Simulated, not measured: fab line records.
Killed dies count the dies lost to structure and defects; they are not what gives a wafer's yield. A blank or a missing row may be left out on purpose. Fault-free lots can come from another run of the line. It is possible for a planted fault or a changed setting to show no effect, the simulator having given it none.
Which tool is to blame? || flow gf180mcu || Sampling: 6 lots, 18 wafers, 2 of 602 route steps

== WHAT EACH GAUGE READ, for each wafer ==
GF_STI_THK_MEAS_04.
{"lot": "L633", "measured": "day 1 20:10", "on": "filmMetro-01", "STI_CVD_03_THK (nm)": "207.8 206.6 207.1"}
{"lot": "L635", "measured": "day 2 06:53", "on": "filmMetro-04", "STI_CVD_03_THK (nm)": "206.0 208.3 207.7"}
{"lot": "L637", "measured": "day 2 14:35", "on": "filmMetro-04", "STI_CVD_03_THK (nm)": "206.1 208.0 207.8"}
{"lot": "L644", "measured": "day 4 01:43", "on": "filmMetro-01", "STI_CVD_03_THK (nm)": "218.9 218.1 219.2"}
{"lot": "L651", "measured": "day 5 12:52", "on": "filmMetro-02", "STI_CVD_03_THK (nm)": "206.9 205.3 207.3"}
{"lot": "L655", "measured": "day 6 08:35", "on": "filmMetro-01", "STI_CVD_03_THK (nm)": "202.4 204.3 202.0"}

== WHICH TOOL RAN EACH LOT (tool, then ch and the chambers of the sampled wafers, then the start) ==
{"lot": "L633", "GF_STI_CVD_03": "lpcvd-01 ch 0, day 1 17:10"}
{"lot": "L635", "GF_STI_CVD_03": "lpcvd-02 ch 1, day 2 04:55"}
{"lot": "L637", "GF_STI_CVD_03": "lpcvd-01 ch 0, day 2 12:34"}
{"lot": "L644", "GF_STI_CVD_03": "lpcvd-01 ch 1, day 3 23:41"}
{"lot": "L651", "GF_STI_CVD_03": "lpcvd-02 ch 0, day 5 10:50"}
{"lot": "L655", "GF_STI_CVD_03": "lpcvd-02 ch 1, day 6 06:34"}
- GF_STI_CVD_03: deposits Si3N4 from DCS/NH3, target thk 207.16 nm, time 3551 s.

== THE ANSWER, worked out from the rows above alone ==
Rule: the lots themselves supply what counts as usual. Put in order of their means at a reading, lots are off if they are a third of the lots or fewer, leave a main group of 4 or more, and stand apart from it by a gap of 3 or more times the standard deviation of the main group's means; of several such gaps the widest counts. A main group is skipped when, at the precision printed for the reading in the tables above, its means are all equal. A lot without any number at a reading at which 4 lots or more have one is off too. The other lots that the step has rows for count as sound.
Off: L644, at GF_STI_THK_MEAS_04 (STI_CVD_03_THK). For the main group the mean is 206.2 nm and the standard deviation 1.7.
A tool fits if, at a process step before that reading, it ran every lot that is off, and no sound lot after the first of them. Gauges at GF_STI_THK_MEAS_04: tried the same way as those tools. One fits: GF_STI_CVD_03 on lpcvd-01. A fault onset in the window from L637 (day 2 12:34, its last sound lot) to L644 (day 3 23:41, its first lot off) fits.

== WHAT THE SIMULATOR HAD PUT IN ==
lpcvd-01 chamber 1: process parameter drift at GF_STI_CVD_03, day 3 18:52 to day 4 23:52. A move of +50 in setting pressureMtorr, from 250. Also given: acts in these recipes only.
Shown lots that were struck: L644. Same finding as the rule above.
